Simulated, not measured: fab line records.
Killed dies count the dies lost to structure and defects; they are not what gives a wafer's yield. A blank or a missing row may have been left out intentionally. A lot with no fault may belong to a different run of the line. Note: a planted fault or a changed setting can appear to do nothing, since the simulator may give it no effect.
Comparing a struck lot with a sound one || flow sky130 || 38 out of 708 route steps
Sound: wafers L810.1, L810.3, L810.6. The struck wafers were L814.2, L814.3, L814.5. The cause is given at the end.
Per side, at each step with rows, come the tool, then ch with its chambers, and then its first start. Under that, the readings that differ: sound wafers || struck wafers || difference of the means || sigmas: that difference in standard deviations of wafers without a fault.
alike: same words and numbers on both sides, and readings whose means sit less than 2 such deviations apart. not compared: any withheld reading, any reading some wafer has no value for, any bound like >300 that may hide the same value, and any number with overlapping values for which the record gives no deviation.
Wherever a step has rows on one side only, a row that says differs or no value, or a row with sigmas, the two part there. Non-overlapping numbers with no deviation appear without sigmas and do not part them. A reading missing from all wafers of one side parts the sides only when that side holds two or more wafers.

first, 10 steps without rows for these wafers: SKY_RES_PROTECT_DEHYDRATE_00 (time 60 s); SKY_RES_PROTECT_HMDS_01 (prime time 60 s); SKY_RES_PROTECT_COAT_02 (resist thk 1140 nm); SKY_RES_PROTECT_SOFTBAKE_03 (time 60 s); SKY_RES_PROTECT_EXPOSE_04 (exposes mask RPM, target cd 1270 nm); SKY_RES_PROTECT_PEB_05; SKY_RES_PROTECT_DEVELOP_06 (develop time 60 s); SKY_POLY_GATE_IMPLANT_02; SKY_RES_PROTECT_STRIP_07 (strips in O2/N2); SKY_RES_PROTECT_CLEAN_09 (cleans in SC1/SC2, time 150 s).
SKY_POLY_GATE_CVD_03: deposits Si3N4 from DCS/NH3, target thk 75 nm, time 1290 s.
  sound on lpcvd-02 ch 0, day 20 12:35; struck on lpcvd-02 ch 1, day 22 01:49
{"reading": "zonePowerCentrePct (%)", "sound": "13.8 13.8 13.4", "struck": "14.5 14.7 14.9", "difference": "+1.0", "sigmas": "+2"}
{"reading": "zonePowerLowerPct (%)", "sound": "12.3 12.5 12.3", "struck": "11.8 11.4 11.7", "difference": -0.7, "sigmas": -2}
{"reading": "model.Si3N4_of_POLY_GATE_CVD_03.thkNm (nm)", "sound": "74.65 74.28 73.22", "struck": "54.89 54.22 54.8", "difference": -19.41, "sigmas": ""}
  alike: spikeTcBottomC
SKY_POLY_GATE_THK_MEAS_04:
  sound: filmMetro-04 at day 20 13:56; struck: filmMetro-01 at day 22 03:11
{"reading": "POLY_GATE_CVD_03_THK (nm)", "sound": "74.6 74.3 73.2", "struck": "54.9 54.2 54.8", "difference": -19.4, "sigmas": -35}
then, 9 steps without rows for these wafers: SKY_POLY_GATE_DEHYDRATE_05 (time 60 s); SKY_POLY_GATE_HMDS_06 (prime time 60 s); SKY_POLY_GATE_COAT_07 (resist thk 110 nm); SKY_POLY_GATE_COAT_08 (resist thk 450 nm); SKY_POLY_GATE_SOFTBAKE_09 (time 90 s); SKY_POLY_GATE_EXPOSE_10 (exposes mask P1M, target cd 150 nm); SKY_POLY_GATE_PEB_11; SKY_POLY_GATE_DEVELOP_12 (develop time 60 s); SKY_POLY_GATE_ETCH_15 (etches BARC in N2/H2, stops on SiO2, time 118.5 s, target depth 110 nm).
SKY_POLY_GATE_ETCH_16: etches Si3N4 in CH3F/O2, stops on poly-Si, time 147.5 s, target depth 75 nm.
  sound on rieDiel-01 ch 0,3, day 21 20:07; struck on rieDiel-01 ch 0,1,2, day 23 09:49
{"reading": "oesProductAu (a.u.)", "sound": "0.636 0.642 0.638", "struck": "0.572 0.564 0.573", "difference": -0.069, "sigmas": -14}
{"reading": "model.etch.depthNm (nm)", "sound": "74.65 74.28 73.22", "struck": "54.89 54.22 54.8", "difference": -19.41, "sigmas": ""}
  alike: drypumpMotorCurrentA, rfFwdPowerW, throttleValvePct
  not compared: rfHoursCounterH
then, 13 steps without rows for these wafers: SKY_POLY_GATE_ETCH_17 (etches poly-Si in HBr/Cl2, stops on SiO2, target depth 180 nm, time 70.5 s); SKY_POLY_GATE_STRIP_18 (strips in O2/N2); SKY_POLY_GATE_CLEAN_19 (cleans in SC1/SC2, time 150 s); SKY_POLY_GATE_OXIDATION_20 (stabilise 600 s, purge 300 s, target thk 4 nm); SKY_LDD_N_DEHYDRATE_00 (time 60 s); SKY_LDD_N_HMDS_01 (prime time 60 s); SKY_LDD_N_COAT_02 (resist thk 300 nm); SKY_LDD_N_SOFTBAKE_03 (time 60 s); SKY_LDD_N_EXPOSE_04 (exposes mask NTM, target cd 840 nm); SKY_LDD_N_PEB_05; SKY_LDD_N_DEVELOP_06 (develop time 60 s); SKY_LDD_N_IMPLANT_08; SKY_LDD_N_IMPLANT_09.
-- a jump in the record: the struck wafers' starts before and after are 6 days apart (it breaks off in module LDD_N and resumes in module LDD_LDN, where the first step shown is number 303 of the route) --
SKY_LDD_LDN_CLEAN_14: cleans in SC1/SC2, time 150 s.
  sound on wetBench-01 ch 0, day 28 02:15; struck on wetBench-03 ch 1, day 29 14:18
{"reading": "model.Si3N4_of_POLY_GATE_CVD_03.thkNm (nm)", "sound": "74.52 74.14 73.09", "struck": "54.75 54.09 54.66", "difference": -19.42, "sigmas": ""}
  alike: bathGuardTempC
SKY_POLY_CUT_ETCH_11: etches Si3N4 in CF4/CH2F2/Ar, stops on poly-Si, time 42.5 s, target depth 60 nm.
  sound on rieDiel-04 ch 0,2,3, day 29 08:00; struck on rieDiel-03 ch 0,2, day 30 21:40
{"reading": "oesProductAu (a.u.)", "sound": "0.828 0.828 0.820", "struck": "0.703 0.705 0.701", "difference": -0.122, "sigmas": -24}
{"reading": "model.etch.depthNm (nm)", "sound": "61.66 61.46 60.61", "struck": "45.44 44.75 45.29", "difference": -16.08, "sigmas": ""}
{"reading": "model.POLY_CUT.featureDepthNm (nm)", "sound": "61.75 61.55 60.71", "struck": "45.54 44.85 45.38", "difference": -16.08, "sigmas": ""}
  alike: ch2f2FlowSccm, drypumpMotorCurrentA, rfFwdPowerW, throttleValvePct
  not compared: rfHoursCounterH
-- a jump in the record: the struck wafers' starts before and after are 19 days apart (it breaks off in module POLY_CUT and resumes in module PAD_OPEN, where the first step shown is number 708 of the route) --
SKY_PAD_OPEN_PROBE_99:
  sound: prober-02 at day 49 05:17; struck: prober-02 at day 50 04:50
{"reading": "model.etest.capLiToPoly.cAfUm2", "sound": "96.86 97.99 103.9", "struck": "96.5 96.39 96.03", "difference": -3.3, "sigmas": ""}
  alike: killed_at_M0_to_M3, killed_at_M4_up, killedAtContacts, killedAtFrontEnd, killedAtOther, killedDies, killedOpen, killedShort
  not compared: model.etest.liconPoly.rcOhm

WHERE THEY PART
Earliest at SKY_POLY_GATE_CVD_03; latest, in this record, at SKY_POLY_CUT_ETCH_11. Later steps at which nothing parts them and some readings are alike: SKY_PAD_OPEN_PROBE_99.

WHY: what had been put in by the simulator
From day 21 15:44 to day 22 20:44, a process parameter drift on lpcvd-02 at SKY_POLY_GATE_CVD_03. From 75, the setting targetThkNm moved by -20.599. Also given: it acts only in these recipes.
